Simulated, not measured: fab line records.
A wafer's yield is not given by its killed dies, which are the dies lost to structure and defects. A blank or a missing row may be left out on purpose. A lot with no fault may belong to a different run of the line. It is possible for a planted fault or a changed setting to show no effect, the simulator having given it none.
Chamber matching    flow gf180mcu    cmp-02 running GF_V2_CMP_26: 4 sister chambers
The step polishes, stops on SiO2, t overpolish 15 s, target thk 0 nm. 4 wafers are shown with their chamber, then 7 later ones without.

== EACH WAFER AND ITS CHAMBER ==
wafer   chamber  timeToEndpointS (s)
L434.2  0        86
L440.5  2        85
L440.6  3        80
L442.5  1        86

== WAFERS MISSING THEIR CHAMBER ==
wafer   timeToEndpointS (s)
L442.6  86
L448.2  83
L448.4  83
L448.5  85
L450.2  87
L450.3  79
L450.5  86

== WHICH CHAMBER EACH ONE RAN IN ==
wafer   from the rows above                in truth
L442.6  can't be placed: 0 or 1 or 2       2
L448.2  can't be placed: 2 or 0 or 1 or 3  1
L448.4  can't be placed: 2 or 0 or 1 or 3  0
L448.5  can't be placed: 2 or 0 or 1       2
L450.2  can't be placed: 0 or 1 or 2       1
L450.3  3                                  3
L450.5  can't be placed: 0 or 1 or 2       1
Correct placement for 1 of the 7. Can't be placed from these rows: 6 (the true chamber is among the candidates in 6). 0 placed wrongly.
How it was worked out, from the rows above alone: a wafer's distance from a chamber is the root of the sum, over the readings, of the square of ((its reading less the chamber's mean) divided by the reading's scatter). The wafer belongs to the nearest chamber; if the next one is less than 2 further off, it can't be placed. A chamber's mean is the mean of its shown wafers. The scatter: root of mean squared gap, hidden wafer to nearest shown wafer, with one shown wafer a chamber.
